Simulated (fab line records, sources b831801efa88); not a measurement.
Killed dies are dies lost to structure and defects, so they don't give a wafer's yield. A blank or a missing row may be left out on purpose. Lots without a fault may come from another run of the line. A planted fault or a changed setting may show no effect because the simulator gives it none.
Chamber matching | flow gf180mcu | GF_V1_ETCH_16 on rie_diel-02: 4 sister chambers
The step etches BARC in N2/H2. 20 wafers are shown with their chamber, then 10 later ones without.

WAFERS WITH THEIR CHAMBER
wafer  | chamber | drypump_motor_current_A (A) | h2_flow_sccm (sccm) | oes_product_au (a.u.)
L079.1 | 0       | 5.4                         | 200.2               | 0.852
L079.3 | 1       | 5.1                         | 199.6               | 0.846
L079.6 | 1       | 5.1                         | 199.6               | 0.854
L081.3 | 1       | 5.1                         | 199.2               | 0.852
L081.4 | 3       | 5.8                         | 199.9               | 0.857
L081.6 | 0       | 5.4                         | 200.5               | 0.867
L083.1 | 0       | 5.3                         | 200.5               | 0.850
L083.3 | 2       | 5.8                         | 200.8               | 0.857
L083.5 | 0       | 5.4                         | 199.5               | 0.858
L084.3 | 1       | 5.1                         | 200.1               | 0.860
L084.5 | 0       | 5.4                         | 199.5               | 0.855
L084.6 | 1       | 5.1                         | 199.6               | 0.855
L085.3 | 2       | 5.8                         | 199.9               | 0.859
L085.4 | 0       | 5.4                         | 200.2               | 0.856
L085.5 | 0       | 5.3                         | 200.3               | 0.864
L086.4 | 2       | 5.8                         | 200.3               | 0.857
L086.5 | 3       | 5.7                         | 199.9               | 0.857
L086.6 | 0       | 5.3                         | 199.9               | 0.847
L090.1 | 3       | 5.8                         | 199.5               | 0.857
L090.2 | 0       | 5.3                         | 200.6               | 0.855

SIGNATURES (means of the wafers above)
reading                 | chamber 0 | chamber 1 | chamber 2 | chamber 3 | scatter within a chamber
drypump_motor_current_A | 5.356     | 5.100     | 5.800     | 5.767     | 0.0425
h2_flow_sccm            | 200.133   | 199.620   | 200.333   | 199.767   | 0.379
oes_product_au          | 0.85600   | 0.85340   | 0.85767   | 0.85700   | 0.00518
Rule: a wafer's distance from a chamber is the root of the sum, over the readings, of the square of ((its reading less the chamber's mean) divided by the reading's scatter). The wafer belongs to the nearest chamber; if the next one is less than 2 further off, it can't be placed. The scatter: the root of (the sum of the squares of (reading less its chamber's mean) over the shown wafers, divided by (wafers less chambers)).

WAFERS WITHOUT THEIR CHAMBER
wafer  | drypump_motor_current_A (A) | h2_flow_sccm (sccm) | oes_product_au (a.u.)
L090.3 | 5.1                         | 199.9               | 0.855
L091.3 | 5.1                         | 200.5               | 0.852
L091.4 | 5.8                         | 199.5               | 0.857
L091.6 | 5.7                         | 199.7               | 0.849
L092.1 | 5.8                         | 200.3               | 0.848
L092.3 | 5.8                         | 199.6               | 0.857
L092.4 | 5.1                         | 199.4               | 0.856
L097.1 | 5.1                         | 200.2               | 0.853
L097.2 | 5.3                         | 199.9               | 0.859
L097.3 | 5.8                         | 200.0               | 0.863

WHICH CHAMBER EACH WENT THROUGH
wafer  | from the rows above     | in truth
L090.3 | 1                       | 1
L091.3 | 1                       | 1
L091.4 | can't be placed: 3 or 2 | 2
L091.6 | can't be placed: 3 or 2 | 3
L092.1 | can't be placed: 2 or 3 | 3
L092.3 | can't be placed: 3 or 2 | 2
L092.4 | 1                       | 1
L097.1 | 1                       | 1
L097.2 | 0                       | 0
L097.3 | can't be placed: 2 or 3 | 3
Placed correctly: 5 of 10. Can't be placed from these rows: 5 (the true chamber is among the candidates in 5). Placed wrongly: 0.
